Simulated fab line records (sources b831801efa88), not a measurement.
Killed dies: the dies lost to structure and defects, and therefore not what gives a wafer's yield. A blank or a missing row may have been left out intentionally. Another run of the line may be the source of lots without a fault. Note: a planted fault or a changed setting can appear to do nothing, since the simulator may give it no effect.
Chamber matching + flow gf180mcu + GF_POLY_GATE_ETCH_13 on rie_si-02: 4 sister chambers
The step etches poly-Si in HBr/Cl2, stops on SiO2, target depth 198.5 nm, time 69.6 s. 4 wafers are shown with their chamber, then 8 later ones without.

== WAFERS, EACH WITH ITS CHAMBER ==
| wafer  | chamber | drypump_motor_current_A (A) |
|--------|---------|-----------------------------|
| L777.1 | 1       | 5.4                         |
| L777.4 | 2       | 5.8                         |
| L780.6 | 3       | 6.4                         |
| L784.1 | 0       | 5.5                         |

== WAFERS WITHOUT THEIR CHAMBER ==
| wafer  | drypump_motor_current_A (A) |
|--------|-----------------------------|
| L784.4 | 5.5                         |
| L784.6 | 6.4                         |
| L785.1 | 6.4                         |
| L785.2 | 5.5                         |
| L785.6 | 5.8                         |
| L787.3 | 5.8                         |
| L787.4 | 5.5                         |
| L787.5 | 5.3                         |

== THE CHAMBER EACH PASSED THROUGH ==
| wafer  | from the rows above | in truth |
|--------|---------------------|----------|
| L784.4 | 0                   | 0        |
| L784.6 | 3                   | 3        |
| L785.1 | 3                   | 3        |
| L785.2 | 0                   | 0        |
| L785.6 | 2                   | 2        |
| L787.3 | 2                   | 2        |
| L787.4 | 0                   | 0        |
| L787.5 | 1                   | 1        |
Correctly placed: 8 of 8. Can't be placed from these rows: 0. Wrongly placed: 0.
How it was worked out, from the rows above alone: a wafer's distance from a chamber is the root of the sum, over the readings, of the square of ((its reading less the chamber's mean) divided by the reading's scatter). The wafer belongs to the nearest chamber; if the next one is less than 2 further off, it can't be placed. For every chamber, the mean is computed from those of its wafers that are shown. The scatter (one wafer shown for each chamber): square how far every hidden wafer sits from the nearest shown wafer, average those squares and take the square root.
